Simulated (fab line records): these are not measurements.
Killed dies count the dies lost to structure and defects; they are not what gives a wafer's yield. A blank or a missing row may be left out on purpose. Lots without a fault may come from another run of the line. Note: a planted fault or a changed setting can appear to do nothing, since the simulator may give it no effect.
Chamber matching :: flow gf180mcu :: 4 sister chambers for GF_CONTACT_CMP_04 on cmp-02
The step polishes SiO2. 16 wafers are shown with their chamber, then 8 later ones without.

WAFERS WITH THEIR CHAMBER
wafer: L823.2
chamber: 0
motor_current_A (A): 11.5
time_to_endpoint_s (s): 111

wafer: L823.5
chamber: 3
motor_current_A (A): 10.8
time_to_endpoint_s (s): 127

wafer: L823.6
chamber: 2
motor_current_A (A): 12.7
time_to_endpoint_s (s): 116

wafer: L825.1
chamber: 0
motor_current_A (A): 11.3
time_to_endpoint_s (s): 114

wafer: L825.4
chamber: 3
motor_current_A (A): 10.8
time_to_endpoint_s (s): 120

wafer: L825.6
chamber: 3
motor_current_A (A): 11.1
time_to_endpoint_s (s): 125

wafer: L836.2
chamber: 0
motor_current_A (A): 11.6
time_to_endpoint_s (s): 112

wafer: L836.3
chamber: 2
motor_current_A (A): 12.3
time_to_endpoint_s (s): 110

wafer: L836.4
chamber: 1
motor_current_A (A): 14.6
time_to_endpoint_s (s): 112

wafer: L839.3
chamber: 1
motor_current_A (A): 13.9
time_to_endpoint_s (s): 103

wafer: L839.5
chamber: 2
motor_current_A (A): 12.7
time_to_endpoint_s (s): 111

wafer: L839.6
chamber: 1
motor_current_A (A): 14.8
time_to_endpoint_s (s): 114

wafer: L840.1
chamber: 3
motor_current_A (A): 11.0
time_to_endpoint_s (s): 121

wafer: L840.3
chamber: 0
motor_current_A (A): 11.0
time_to_endpoint_s (s): 119

wafer: L840.4
chamber: 1
motor_current_A (A): 13.8
time_to_endpoint_s (s): 116

wafer: L843.1
chamber: 1
motor_current_A (A): 13.8
time_to_endpoint_s (s): 122

SIGNATURES (averages over the wafers above)
reading: motor_current_A
chamber 0: 11.350
chamber 1: 14.180
chamber 2: 12.567
chamber 3: 10.925
scatter within a chamber: 0.331

reading: time_to_endpoint_s
chamber 0: 114.00
chamber 1: 113.40
chamber 2: 112.33
chamber 3: 123.25
scatter within a chamber: 4.85
Rule: distance of a wafer from a chamber = root of the sum over the readings of ((wafer's reading minus chamber's mean) / reading's scatter) squared. The wafer belongs to the nearest chamber; if the next one is less than 2 further off, it can't be placed. The scatter: the root of (the sum of the squares of (reading less its chamber's mean) over the shown wafers, divided by (wafers less chambers)).

WAFERS WITH NO CHAMBER GIVEN
wafer: L843.3
motor_current_A (A): 11.8
time_to_endpoint_s (s): 117

wafer: L843.4
motor_current_A (A): 10.8
time_to_endpoint_s (s): 135

wafer: L845.1
motor_current_A (A): 11.5
time_to_endpoint_s (s): 109

wafer: L845.4
motor_current_A (A): 14.0
time_to_endpoint_s (s): 118

wafer: L845.6
motor_current_A (A): 12.1
time_to_endpoint_s (s): 112

wafer: L846.3
motor_current_A (A): 11.6
time_to_endpoint_s (s): 113

wafer: L846.4
motor_current_A (A): 11.1
time_to_endpoint_s (s): 123

wafer: L846.5
motor_current_A (A): 12.2
time_to_endpoint_s (s): 114

WHICH CHAMBER EACH ONE RAN IN
wafer: L843.3
from the rows above: can't be placed: 0 or 2 or 3
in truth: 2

wafer: L843.4
from the rows above: 3
in truth: 3

wafer: L845.1
from the rows above: 0
in truth: 0

wafer: L845.4
from the rows above: 1
in truth: 1

wafer: L845.6
from the rows above: can't be placed: 2 or 0
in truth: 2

wafer: L846.3
from the rows above: 0
in truth: 0

wafer: L846.4
from the rows above: can't be placed: 3 or 0
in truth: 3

wafer: L846.5
from the rows above: can't be placed: 2 or 0
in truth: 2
4 of 8 placed correctly. Cannot be placed on the basis of these rows: 4; the candidates contain the true chamber in 4. 0 placed wrongly.
